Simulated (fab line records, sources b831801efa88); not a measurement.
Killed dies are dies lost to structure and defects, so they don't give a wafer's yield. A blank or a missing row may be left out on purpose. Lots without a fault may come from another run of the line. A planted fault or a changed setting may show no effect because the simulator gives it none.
Which tool did it? | flow gf180mcu | 13 lots, 39 wafers sampled, at 3 steps of a route of 602

WHAT THE GAUGES READ, wafer by wafer
GF_STI_CD_MEAS_12: target cd 220 nm.
lot  | measured    | on        | cd_nm (nm)
L817 | day 2 01:37 | cd_sem-02 | 220.0 219.5 219.8
L818 | day 2 09:27 | cd_sem-02 | 218.7 218.6 219.6
L820 | day 2 17:09 | cd_sem-02 | 221.1 221.3 220.7
L822 | day 3 02:07 | cd_sem-02 | 218.5 219.2 220.7
L825 | day 3 19:10 | cd_sem-02 | 220.2 220.2 220.1
L826 | day 4 00:39 | cd_sem-02 | 221.9 220.6 222.2
L827 | day 4 08:58 | cd_sem-01 | 220.1 220.6 222.0
L828 | day 4 14:10 | cd_sem-01 | 221.2 221.9 220.3
L833 | day 5 11:40 | cd_sem-02 | 175.6 176.7 175.9
L837 | day 6 09:23 | cd_sem-01 | 221.4 220.6 220.7
L838 | day 6 13:31 | cd_sem-02 | 221.5 221.4 221.3
L839 | day 6 18:23 | cd_sem-01 | 219.3 219.6 218.9
L840 | day 6 23:17 | cd_sem-02 | 217.9 218.8 218.7

GF_V1_BOW_MEAS_05.
lot  | measured     | on            | V1_BOW (um)
L817 | day 16 20:28 | film_metro-01 | 77 71 86
L818 | day 17 11:13 | film_metro-03 | 85 87 91
L820 | day 17 21:14 | film_metro-03 | 71 90 80
L822 | day 18 20:19 | film_metro-04 | 82 73 76
L825 | day 20 04:11 | film_metro-04 | 84 87 99
L826 | day 20 10:29 | film_metro-01 | 81 92 83
L827 | day 21 05:11 | film_metro-04 | 77 83 78
L828 | day 21 07:19 | film_metro-01 | 69 79 67
L837 | day 24 12:10 | film_metro-04 | 89 77 88
L838 | day 24 19:17 | film_metro-03 | 86 83 83
L839 | day 25 02:50 | film_metro-04 | 68 78 76
L840 | day 25 06:32 | film_metro-03 | 90 86 95

WHICH TOOL RAN EACH LOT (tool, then ch and the chambers of the sampled wafers, then the start)
lot  | GF_STI_EXPOSE_09
L817 | krf_scanner-02 ch 0, day 1 19:40
L818 | krf_scanner-01 ch 0, day 2 03:37
L820 | krf_scanner-02 ch 0, day 2 11:16
L822 | krf_scanner-01 ch 0, day 2 20:01
L825 | krf_scanner-02 ch 0, day 3 12:34
L826 | krf_scanner-02 ch 0, day 3 19:31
L827 | krf_scanner-02 ch 0, day 4 02:09
L828 | krf_scanner-01 ch 0, day 4 07:59
L833 | krf_scanner-01 ch 0, day 5 04:29
L837 | krf_scanner-01 ch 0, day 6 02:17
L838 | krf_scanner-02 ch 0, day 6 07:17
L839 | krf_scanner-01 ch 0, day 6 10:47
L840 | krf_scanner-01 ch 0, day 6 15:14
- GF_STI_EXPOSE_09: exposes mask COMP, target cd 220 nm.

WHAT THE TOOLS THEMSELVES READ (means of the sampled wafers that have a number; where no wafer has one, the mark that the record gives instead)
The record holds no such reading with a usual standard deviation.

THE ANSWER, worked out from the rows above alone
Rule: what is usual is taken from the lots themselves. Put in order of their means at a reading, lots are off if they are a third of the lots or fewer, leave a main group of 4 or more, and stand apart from it by a gap of 3 or more times the standard deviation of the main group's means; of several such gaps the widest counts. A main group whose means are all the same, to the digits that the tables above print for the reading, isn't used. A lot without any number at a reading at which 4 lots or more have one is off too. The other lots that the step has rows for count as sound. The gauges are gone through in route order, then the tools' own readings, and for those a lot's mean is taken as printed above. The first step at which some lot is off is used, and at that step the reading that is off furthest; a lot without a number counts as furthest.
Off: L833, at GF_STI_CD_MEAS_12 (cd_nm). The main group: mean 220.3 nm, standard deviation 1.
A tool fits if, at a process step before that reading, it ran every lot that is off, and no sound lot after the first of them. The gauges at GF_STI_CD_MEAS_12 are tried like those tools. None of those tried fits.

WHAT THE SIMULATOR HAD PUT IN
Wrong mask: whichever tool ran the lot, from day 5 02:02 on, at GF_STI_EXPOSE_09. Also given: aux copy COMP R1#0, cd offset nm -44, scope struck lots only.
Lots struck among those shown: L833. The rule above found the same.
